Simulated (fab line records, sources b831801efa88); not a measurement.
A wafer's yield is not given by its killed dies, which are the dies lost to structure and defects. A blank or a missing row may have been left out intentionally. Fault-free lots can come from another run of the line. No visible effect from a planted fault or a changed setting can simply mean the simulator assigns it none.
What tool caused it? | flow sfqLine | 42 wafers from 14 lots sampled at 2 of the route's 325 steps

== WHAT EACH GAUGE READ, for each wafer ==
SFQ_M4_OVL_MEAS_926.
lot  | measured     | on         | M4_OVL (nm)
L522 | day 44 20:23 | overlay-02 | -6 2 -7
L525 | day 44 23:59 | overlay-02 | -1 3 7
L527 | day 45 15:41 | overlay-01 | 4 -2 1
L528 | day 45 23:23 | overlay-02 | 0 6 9
L530 | day 46 05:36 | overlay-02 | -8 -12 -9
L533 | day 47 10:46 | overlay-02 | 6 10 7
L534 | day 47 19:10 | overlay-02 | -7 -13 -2
L537 | day 54 09:44 | overlay-01 | - - -
L538 | day 54 15:44 | overlay-02 | - - -
L541 | day 55 06:02 | overlay-01 | 3 1 -1
L542 | day 56 11:14 | overlay-02 | 4 2 2
L543 | day 57 01:46 | overlay-01 | -6 -5 -14
L544 | day 57 07:46 | overlay-02 | -6 2 -1
L545 | day 57 14:58 | overlay-02 | 9 7 5

== WHICH TOOL RAN EACH LOT (tool, then ch and the chambers of the sampled wafers, then the start) ==
lot  | SFQ_TRILAYER_M4_LITHO_DEVELOP_095
L522 | lithoTrack-01 ch 0, day 44 20:15
L525 | lithoTrack-01 ch 0, day 44 23:53
L527 | lithoTrack-03 ch 0, day 45 15:35
L528 | lithoTrack-04 ch 0, day 45 23:14
L530 | lithoTrack-03 ch 0, day 46 05:28
L533 | lithoTrack-01 ch 0, day 47 10:37
L534 | lithoTrack-03 ch 0, day 47 19:01
L537 | lithoTrack-03, day 54 09:35
L538 | lithoTrack-03, day 54 15:36
L541 | lithoTrack-04 ch 0, day 55 05:55
L542 | lithoTrack-01 ch 0, day 56 11:05
L543 | lithoTrack-01 ch 0, day 57 01:38
L544 | lithoTrack-01 ch 0, day 57 07:40
L545 | lithoTrack-03 ch 0, day 57 14:50
- SFQ_TRILAYER_M4_LITHO_DEVELOP_095: time 60 s.

== WHAT THE TOOLS THEMSELVES READ (means of the sampled wafers that have a number; where no wafer has one, the mark that the record gives instead) ==
SFQ_TRILAYER_M4_LITHO_DEVELOP_095.
lot  | tool          | chillPlateTempC (C) | exhaustPa (Pa)
L522 | lithoTrack-01 | 23.02               | 44.4
L525 | lithoTrack-01 | 23.08               | 45.3
L527 | lithoTrack-03 | 23.01               | 44.5
L528 | lithoTrack-04 | 23.04               | 45.8
L530 | lithoTrack-03 | 23.03               | 45.9
L533 | lithoTrack-01 | 22.90               | 45.3
L534 | lithoTrack-03 | 23.03               | 46.0
L537 | lithoTrack-03 | -                   | -
L538 | lithoTrack-03 | -                   | -
L541 | lithoTrack-04 | 22.93               | 45.0
L542 | lithoTrack-01 | 22.79               | 44.5
L543 | lithoTrack-01 | 22.96               | 44.8
L544 | lithoTrack-01 | 22.90               | 44.2
L545 | lithoTrack-03 | 23.05               | 44.6

== THE ANSWER, worked out from the rows above alone ==
Rule: usual is defined by the lots themselves. The widest of any qualifying gaps counts: lots, ordered by their means at a reading, are off when they make up no more than a third of the lots, leave a main group of 4 or more, and stand apart from it by 3 or more times the standard deviation of that group's means. Not used: any main group whose means are identical at the precision the tables above print for the reading. Also off: a lot with no number at a reading for which 4 or more lots have one. Where the step has rows for the other lots, those lots are counted as sound. The gauges are gone through in route order, then the tools' own readings, and for those a lot's mean is taken as printed above. The first step at which some lot is off is used, and at that step the reading that is off furthest; a lot without a number counts as furthest.
Off: L537, L538, seen at SFQ_M4_OVL_MEAS_926 (M4_OVL). Without a number there: L537, L538. For the main group the mean is -0 nm and the standard deviation 5.6.
A tool fits if, at a process step before that reading, it ran every lot that is off, and no sound lot after the first of them. The gauges at SFQ_M4_OVL_MEAS_926 aren't tried: what is off there is off at SFQ_TRILAYER_M4_LITHO_DEVELOP_095 too, on other tools, and a gauge's error can't cause that. None of those tried fits.

== WHAT WAS PUT IN BY THE SIMULATOR ==
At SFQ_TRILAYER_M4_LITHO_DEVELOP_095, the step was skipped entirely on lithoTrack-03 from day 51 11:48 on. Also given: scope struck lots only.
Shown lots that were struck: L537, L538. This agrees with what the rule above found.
